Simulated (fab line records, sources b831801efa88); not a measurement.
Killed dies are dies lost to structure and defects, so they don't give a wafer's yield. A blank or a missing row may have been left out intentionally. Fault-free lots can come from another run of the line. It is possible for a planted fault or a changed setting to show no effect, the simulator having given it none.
A sampling plan put to the test + flow gf180mcu + one line in one fab, 24 faults in these records, each fault weighed on the records of the lots it struck
Plan = the line's own looks (route steps where a gauge or an inspection reads the wafer without altering it). Where struck wafers have a number at a look and the file lists that look's usual mean and standard deviation on fault-free wafers, the look can be judged. Caught: the struck wafers' mean, at a look after the fault's first step, is 4 or more of those standard deviations (sigma) away from the usual mean. On the tool: here the same test is run on the tool's own readings at the fault's steps. Another recipe on the struck wafers, or a record that is blank for them alone, also counts as caught.

THE FAULTS, as the simulator had put them in
1. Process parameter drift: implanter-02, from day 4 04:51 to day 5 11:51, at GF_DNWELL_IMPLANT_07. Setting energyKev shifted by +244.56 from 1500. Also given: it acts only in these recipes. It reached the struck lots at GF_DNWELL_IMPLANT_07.
2. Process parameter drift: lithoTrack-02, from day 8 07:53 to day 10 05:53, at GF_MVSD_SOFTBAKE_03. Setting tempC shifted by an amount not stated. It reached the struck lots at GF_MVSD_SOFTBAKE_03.
3. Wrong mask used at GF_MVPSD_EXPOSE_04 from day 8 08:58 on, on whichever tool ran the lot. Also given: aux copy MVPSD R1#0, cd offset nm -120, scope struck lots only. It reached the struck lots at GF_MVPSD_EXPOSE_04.
4. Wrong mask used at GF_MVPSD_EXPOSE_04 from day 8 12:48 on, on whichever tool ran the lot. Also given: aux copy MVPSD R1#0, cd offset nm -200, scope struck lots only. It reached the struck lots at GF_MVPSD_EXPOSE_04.
5. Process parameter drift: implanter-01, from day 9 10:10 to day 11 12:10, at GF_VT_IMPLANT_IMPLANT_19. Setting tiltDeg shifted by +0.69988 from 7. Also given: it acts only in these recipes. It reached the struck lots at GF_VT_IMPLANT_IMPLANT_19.
6. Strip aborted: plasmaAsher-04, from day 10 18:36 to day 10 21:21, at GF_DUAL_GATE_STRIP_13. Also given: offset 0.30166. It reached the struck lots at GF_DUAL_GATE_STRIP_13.
7. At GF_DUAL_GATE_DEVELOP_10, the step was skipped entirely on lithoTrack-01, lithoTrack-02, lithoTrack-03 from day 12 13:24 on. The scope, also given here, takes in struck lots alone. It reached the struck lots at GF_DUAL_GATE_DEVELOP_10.
8. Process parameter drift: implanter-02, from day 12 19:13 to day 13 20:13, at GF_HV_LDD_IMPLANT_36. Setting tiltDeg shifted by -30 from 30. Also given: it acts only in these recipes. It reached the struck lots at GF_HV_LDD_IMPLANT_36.
9. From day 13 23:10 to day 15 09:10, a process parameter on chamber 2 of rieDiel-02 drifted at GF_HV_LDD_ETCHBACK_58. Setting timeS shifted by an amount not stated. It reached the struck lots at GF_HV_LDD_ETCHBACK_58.
10. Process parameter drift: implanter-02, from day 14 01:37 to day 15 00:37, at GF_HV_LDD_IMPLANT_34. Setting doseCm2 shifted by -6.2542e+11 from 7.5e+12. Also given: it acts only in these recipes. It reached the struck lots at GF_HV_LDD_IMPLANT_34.
11. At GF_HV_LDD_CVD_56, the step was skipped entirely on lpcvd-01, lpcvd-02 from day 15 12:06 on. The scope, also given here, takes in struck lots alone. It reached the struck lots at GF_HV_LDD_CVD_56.
12. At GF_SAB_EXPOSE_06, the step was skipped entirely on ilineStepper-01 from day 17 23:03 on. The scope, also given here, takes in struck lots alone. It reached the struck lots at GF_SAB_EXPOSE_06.
13. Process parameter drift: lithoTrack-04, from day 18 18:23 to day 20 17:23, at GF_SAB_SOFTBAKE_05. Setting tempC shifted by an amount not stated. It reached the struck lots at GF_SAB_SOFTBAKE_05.
14. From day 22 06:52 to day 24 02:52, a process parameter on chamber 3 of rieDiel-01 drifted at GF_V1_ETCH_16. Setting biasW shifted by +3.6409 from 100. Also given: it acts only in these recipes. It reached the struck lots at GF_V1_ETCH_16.
15. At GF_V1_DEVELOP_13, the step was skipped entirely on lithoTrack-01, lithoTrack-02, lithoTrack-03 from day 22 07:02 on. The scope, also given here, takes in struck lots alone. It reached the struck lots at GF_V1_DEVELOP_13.
16. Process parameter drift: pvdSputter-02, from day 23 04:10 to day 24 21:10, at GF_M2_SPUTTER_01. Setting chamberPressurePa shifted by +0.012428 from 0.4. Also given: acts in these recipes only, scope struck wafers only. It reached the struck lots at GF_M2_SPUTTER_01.
17. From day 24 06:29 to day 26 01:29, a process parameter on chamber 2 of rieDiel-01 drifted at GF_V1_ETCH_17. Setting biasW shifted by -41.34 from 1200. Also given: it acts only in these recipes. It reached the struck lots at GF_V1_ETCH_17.
18. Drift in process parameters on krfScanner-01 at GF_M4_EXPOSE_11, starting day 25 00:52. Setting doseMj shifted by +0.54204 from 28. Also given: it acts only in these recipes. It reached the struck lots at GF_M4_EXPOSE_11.
19. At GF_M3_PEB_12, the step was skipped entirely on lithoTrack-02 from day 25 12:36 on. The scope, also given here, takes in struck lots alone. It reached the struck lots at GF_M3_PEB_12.
20. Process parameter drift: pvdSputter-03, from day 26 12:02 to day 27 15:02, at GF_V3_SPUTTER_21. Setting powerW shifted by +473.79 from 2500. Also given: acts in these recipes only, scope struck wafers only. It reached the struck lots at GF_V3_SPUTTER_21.
21. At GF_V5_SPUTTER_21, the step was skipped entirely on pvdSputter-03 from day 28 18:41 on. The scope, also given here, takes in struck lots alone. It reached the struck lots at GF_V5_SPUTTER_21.
22. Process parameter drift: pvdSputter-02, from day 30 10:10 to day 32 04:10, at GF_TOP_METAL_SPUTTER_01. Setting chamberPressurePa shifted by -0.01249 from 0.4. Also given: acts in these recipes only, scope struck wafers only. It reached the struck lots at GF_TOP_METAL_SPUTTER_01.
23. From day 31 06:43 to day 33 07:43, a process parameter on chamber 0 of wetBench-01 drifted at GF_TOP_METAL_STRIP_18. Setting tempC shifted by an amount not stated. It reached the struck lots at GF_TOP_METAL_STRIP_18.
24. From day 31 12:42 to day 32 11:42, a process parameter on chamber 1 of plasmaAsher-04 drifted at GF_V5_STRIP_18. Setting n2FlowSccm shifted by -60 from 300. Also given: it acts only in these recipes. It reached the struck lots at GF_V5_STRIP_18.

WHAT THE PLAN SAW
| fault | on the tool itself                               | first look that catches it                      | reading, sigma | median hours from its first step to that look | hours from the fault's start to the first struck lot there | judged looks passed uncaught |
|-------|--------------------------------------------------|-------------------------------------------------|----------------|-----------------------------------------------|------------------------------------------------------------|------------------------------|
| 1     | beamEnergyKeV +99 or beyond sigma                | none of the 2 looks that can be judged after it | -              | -                                             | -                                                          | 2                            |
| 2     | plateTempC +56 sigma                             | not the one look that can be judged after it    | -              | -                                             | -                                                          | 1                            |
| 3     | under 2 sigma                                    | no look after it can be judged                  | -              | -                                             | -                                                          | 0                            |
| 4     | under 2 sigma                                    | no look after it can be judged                  | -              | -                                             | -                                                          | 0                            |
| 5     | tiltDeg +41 sigma                                | not the one look that can be judged after it    | -              | -                                             | -                                                          | 1                            |
| 6     | oesProductAu +42 sigma                           | not the one look that can be judged after it    | -              | -                                             | -                                                          | 1                            |
| 7     | the tool's record is blank for the struck wafers | no look after it can be judged                  | -              | -                                             | -                                                          | 0                            |
| 8     | tiltDeg -99 or beyond sigma                      | GF_HV_LDD_RS_MEAS_53                            | HV_LDD_RS -46  | 21.3                                          | 24                                                         | 0                            |
| 9     | runLengthS -34 sigma                             | no look after it can be judged                  | -              | -                                             | -                                                          | 0                            |
| 10    | doseIonsCm2 -82 sigma                            | no look after it can be judged                  | -              | -                                             | -                                                          | 0                            |
| 11    | the tool's record is blank for the struck wafers | no look after it can be judged                  | -              | -                                             | -                                                          | 0                            |
| 12    | no reading that can be judged                    | no look after it can be judged                  | -              | -                                             | -                                                          | 0                            |
| 13    | heaterPowerTotalW +90 sigma                      | no look after it can be judged                  | -              | -                                             | -                                                          | 0                            |
| 14    | biasW +11 sigma                                  | no look after it can be judged                  | -              | -                                             | -                                                          | 0                            |
| 15    | the tool's record is blank for the struck wafers | no look after it can be judged                  | -              | -                                             | -                                                          | 0                            |
| 16    | chamberPressurePa +16 sigma                      | no look after it can be judged                  | -              | -                                             | -                                                          | 0                            |
| 17    | biasW -11 sigma                                  | not the one look that can be judged after it    | -              | -                                             | -                                                          | 1                            |
| 18    | exposureDoseMJCm2 +17 sigma                      | not the one look that can be judged after it    | -              | -                                             | -                                                          | 1                            |
| 19    | the tool's record is blank for the struck wafers | no look after it can be judged                  | -              | -                                             | -                                                          | 0                            |
| 20    | cathodeDcPowerW +99 or beyond sigma              | no look after it can be judged                  | -              | -                                             | -                                                          | 0                            |
| 21    | the tool's record is blank for the struck wafers | no look after it can be judged                  | -              | -                                             | -                                                          | 0                            |
| 22    | chamberPressurePa -14 sigma                      | not the one look that can be judged after it    | -              | -                                             | -                                                          | 1                            |
| 23    | tempC -4.6 sigma                                 | no look after it can be judged                  | -              | -                                             | -                                                          | 0                            |
| 24    | n2FlowSccm -68 sigma                             | no look after it can be judged                  | -              | -                                             | -                                                          | 0                            |
A dash: the fault isn't caught, or these records don't give the number.

Caught at a look: 1 of 24. Caught on the tool: 21 of 24. By one or the other: 21 of 24.
Faults caught by the tool alone: 1, 2, 5, 6, 7, 9, 10, 11, 13, 14, 15, 16, 17, 18, 19, 20, 21, 22, 23, 24.
Caught by neither: faults 3, 4, 12.

THINNER SAMPLING
If the look that catches a fault measured only every second or every third lot, by lot number, the first struck lot would be measured this late in the worst case:
| fault | struck lots at that look, in order of time | every lot | every second lot | every third lot |
|-------|--------------------------------------------|-----------|------------------|-----------------|
| 8     | L185, L187, L188                           | 24 h      | 45 h             | may miss all 3  |
Hours count from the start of the fault until the first struck lot that is measured. The limit of 4 sigma was tested on all struck wafers together, so one lot alone may lie under it. Other struck lots may not be in these records.

THE LONGEST TIMED WAY FROM STEP TO LOOK
Fault 8: the median time between GF_HV_LDD_IMPLANT_36 and GF_HV_LDD_RS_MEAS_53 is 21.3 hours. No look between them can be judged.
